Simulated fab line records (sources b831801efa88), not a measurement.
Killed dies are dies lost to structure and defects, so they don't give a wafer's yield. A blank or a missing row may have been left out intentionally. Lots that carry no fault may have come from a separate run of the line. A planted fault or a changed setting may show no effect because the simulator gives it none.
2 desks, one fault ; flow sky130 ; each desk has only its own numbers; what lay behind them comes last

## METROLOGY DESK
What the gauges read, lot by lot, whatever tool the lot ran on: means of the sampled wafers that have a number. The brackets show how far a lot's mean lies from the usual mean; more than 4 standard deviations puts the lot out of limits, marked OUT.
Columns: A = cdNm at SKY_VIA2_CD_MEAS_12, usual 200.1 nm
lot;first seen here;A
L968;day 36 07:23;199.1
L969;day 37 00:41;198.8
L971;day 37 13:38;199.0
L970;day 37 18:32;200.4
L972;day 38 02:49;203.7
L973;day 38 06:13;201.0
L975;day 38 11:08;200.5
L980;day 41 00:54;193.4 (-4.8) OUT
L986;day 42 00:07;200.7
L987;day 42 00:56;200.7
L989;day 42 12:50;198.6
L988;day 42 14:44;198.2
L991;day 43 06:42;200.7
This desk finds L980 out of limits, L980 being first, at day 41 00:54 (cdNm at SKY_VIA2_CD_MEAS_12). In limits: L968, L969, L971, L970, L972, L973, L975, L986, L987, L989, L988, L991.

## THE TOOL OWNER'S DESK: lithoTrack-03
The tool's own readings at SKY_VIA2_DEVELOP_11 (develop time 60 s): means of the sampled wafers that have a number, for each lot that ran on this tool. The brackets show how far a lot's mean lies from the usual mean; more than 4 standard deviations puts the lot out of limits, marked OUT.
Columns: A = developerTempC at SKY_VIA2_DEVELOP_11, usual 21.00 C
lot;first seen here;A
L971;day 37 13:00;20.97
L972;day 38 02:00;21.03
L973;day 38 06:00;21.01
L975;day 38 10:00;20.90
L980;day 41 00:00;21.05
This desk's verdict: no lot among the 5 shows anything out of limits.

## PUT TOGETHER
The metrology desk could have raised an alarm at day 41 00:54, on L980.
The desk of the tool owner found nothing out of limits.
Tool owner's desk: L980 on record, inside its limits.
Of the lots named, all ran SKY_VIA2_DEVELOP_11 on lithoTrack-03.

## WHAT THE SIMULATOR PUT IN
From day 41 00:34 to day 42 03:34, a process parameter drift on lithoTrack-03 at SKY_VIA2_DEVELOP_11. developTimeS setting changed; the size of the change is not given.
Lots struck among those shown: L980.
Time in hours between the start of the fault and the first out-of-limits reading at each desk: metrology desk, 0.
